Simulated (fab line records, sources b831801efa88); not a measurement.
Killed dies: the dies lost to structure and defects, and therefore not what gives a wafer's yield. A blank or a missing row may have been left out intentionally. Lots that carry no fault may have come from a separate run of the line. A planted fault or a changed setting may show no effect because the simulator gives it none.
Split-lot study ; flow sky130 ; on a route of 708 steps: 5 lots, 27 wafers read

## SPLIT DETAILS
At SKY_POLY_GATE_DEVELOP_12 (develop time 60 s), the setting develop-time-s was moved away from the recipe's 60 s on 12 of the 27 wafers read, by -53.5% to +40.6%. The other wafers ran this setting at the recipe's value.

## FROM THE SPLIT TO THE READING: what the file shows between them, 7 steps
- SKY_POLY_GATE_CD_MEAS_13: target cd 150 nm
- SKY_POLY_GATE_ETCH_15: etches BARC in N2/H2, stops on SiO2, time 118.5 s, target depth 110 nm
- SKY_POLY_GATE_ETCH_16: etches Si3N4 in CH3F/O2, stops on poly-Si, time 147.5 s, target depth 75 nm
- SKY_POLY_GATE_ETCH_17: etches poly-Si in HBr/Cl2, stops on SiO2, target depth 180 nm, time 69.55 s
- SKY_POLY_GATE_STRIP_18: strips in O2/N2
- SKY_POLY_GATE_CLEAN_19: cleans in SC1/SC2, time 150 s
- SKY_POLY_GATE_OXIDATION_20: stabilise 600 s, purge 300 s, target thk 4 nm

## THE READING
cd-nm, in nm, at SKY_POLY_GATE_CD_MEAS_22. Typical for fault-free wafers on this fab line: 151.8 nm, with standard deviation 2.7 nm.

wafer;tool, chamber at the split;develop-time-s as run, s;against the recipe;cd-nm, nm;against lot-mates on the recipe
L074.2;litho-track-04, 0;60;recipe;153.6;-
L074.3;litho-track-04, 0;60;recipe;153.6;-
L074.5;litho-track-04, 0;60;recipe;153.5;-
L076.1;litho-track-01, 0;60;recipe;155.4;-
L076.2;litho-track-01, 0;84.37;+40.6%;144.5;-9.4
L076.3;litho-track-01, 0;84.37;+40.6%;145.3;-8.6
L076.4;litho-track-01, 0;60;recipe;152.2;-
L076.5;litho-track-01, 0;84.37;+40.6%;146.8;-7.1
L076.6;litho-track-01, 0;60;recipe;154.2;-
L081.1;litho-track-01, 0;60;recipe;156.5;-
L081.2;litho-track-01, 0;79;+31.7%;151.6;-3.8
L081.3;litho-track-01, 0;60;recipe;154.2;-
L081.4;litho-track-01, 0;79;+31.7%;153.6;-1.8
L081.5;litho-track-01, 0;79;+31.7%;151.5;-3.9
L081.6;litho-track-01, 0;60;recipe;155.6;-
L082.1;litho-track-01, 0;60;recipe;151.3;-
L082.2;litho-track-01, 0;82.58;+37.6%;147.3;-3.6
L082.3;litho-track-01, 0;60;recipe;148.8;-
L082.4;litho-track-01, 0;82.58;+37.6%;148.6;-2.3
L082.5;litho-track-01, 0;82.58;+37.6%;145.4;-5.5
L082.6;litho-track-01, 0;60;recipe;152.5;-
L085.1;litho-track-04, 0;27.88;-53.5%;161.4;+11.6
L085.2;litho-track-04, 0;27.88;-53.5%;159.7;+9.9
L085.3;litho-track-04, 0;60;recipe;147.7;-
L085.4;litho-track-04, 0;27.88;-53.5%;166.9;+17.1
L085.5;litho-track-04, 0;60;recipe;148.7;-
L085.6;litho-track-04, 0;60;recipe;152.9;-

FIT RESULTS
A straight line over all 27 wafers: cd-nm changes by -0.157 nm for each +1% of develop-time-s; r = -0.84; the points scatter about the line by 2.8 nm.
The same after taking each lot's own level away (the mean of its wafers on the recipe; 27 wafers): -0.191 nm for each +1%; r = -0.92; scatter 2.3 nm.
On that fit, the largest move of develop-time-s shifts the reading by 10 nm.
From 149.77 to 155.43 nm: that is the span of the lots' own levels, equal to 2.1 times the standard deviation above.
So the slope is not independent of the lot-to-lot level: the two fits are not the same.
Check: with one of the wafers moved furthest among these (-53.5%) left out of the fit, the line predicts +11 nm for it against its lot-mates. Against them it came out at +11.6 nm.

## FURTHER SPLITS ON THESE WAFERS
Before the reading, these wafers also passed through other splits. Each is held against what the fit with the lots' levels taken away leaves over:
other split on the same wafers;wafers away from the commonest value;r with cd-nm (lot level and that fit taken away)
SKY_FIELD_ISO_WET_ETCH_18 time-s;12;-0.01
SKY_GATE_OXIDE_OXIDATION_01 ox-time-s;21;+0.16

## THE WHOLE CHAIN: every reading that the file lists as answering this split, in the file's order
step;what it does;reading;change (the file's fit);r (the file's)
SKY_POLY_GATE_CD_MEAS_13;target cd 150 nm;cd-nm;-0.177 nm for each +1% of the setting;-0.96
SKY_POLY_GATE_ETCH_15;etches BARC in N2/H2, stops on SiO2, time 118.5 s, target depth 110 nm;POLY_GATE.cd-nm (the simulator's own value, which no gauge read);-0.188 nm for each +1% of the setting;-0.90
SKY_POLY_GATE_ETCH_17;etches poly-Si in HBr/Cl2, stops on SiO2, target depth 180 nm, time 69.55 s;POLY_GATE.cd-nm (the simulator's own value, which no gauge read);-0.184 nm for each +1% of the setting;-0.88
SKY_POLY_GATE_CD_MEAS_22;;cd-nm;-0.184 nm for each +1% of the setting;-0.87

## FILE'S OWN FIT
cd-nm changes by -0.184 nm for each +1% of develop-time-s, r = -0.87.
